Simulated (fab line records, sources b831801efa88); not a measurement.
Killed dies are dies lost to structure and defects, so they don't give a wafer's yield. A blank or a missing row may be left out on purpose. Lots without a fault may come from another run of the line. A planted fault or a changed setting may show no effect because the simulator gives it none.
Chamber matching | flow sky130 | SKY_CAP2M_CVD_00 on pecvd-01: 3 sister chambers
The step deposits SiO2, target thk 15.5 nm. 6 wafers are shown with their chamber, then 7 later ones without.

WAFERS WITH THEIR CHAMBER
wafer  | chamber | heater_power_w (W)
L110.5 | 1       | 696
L111.2 | 0       | 802
L111.5 | 2       | 705
L111.6 | 1       | 671
L112.1 | 2       | 754
L112.2 | 0       | 886

WAFERS WITHOUT THEIR CHAMBER
wafer  | heater_power_w (W)
L112.5 | 641
L115.1 | 747
L115.2 | 742
L115.6 | 773
L114.1 | 866
L114.3 | 876
L114.5 | 790

WHICH CHAMBER EACH WENT THROUGH
wafer  | from the rows above          | in truth
L112.5 | can't be placed: 1 or 2      | 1
L115.1 | can't be placed: 2 or 1 or 0 | 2
L115.2 | can't be placed: 2 or 1      | 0
L115.6 | can't be placed: 2 or 0 or 1 | 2
L114.1 | 0                            | 0
L114.3 | 0                            | 0
L114.5 | can't be placed: 0 or 2 or 1 | 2
Placed correctly: 2 of 7. Can't be placed from these rows: 5 (the true chamber is among the candidates in 4). Placed wrongly: 0.
How it was worked out, from the rows above alone: a wafer's distance from a chamber is the root of the sum, over the readings, of the square of ((its reading less the chamber's mean) divided by the reading's scatter). The wafer belongs to the nearest chamber; if the next one is less than 2 further off, it can't be placed. A chamber's mean is the mean of its shown wafers. The scatter: the root of (the sum of the squares of (reading less its chamber's mean) over the shown wafers, divided by (wafers less chambers)).
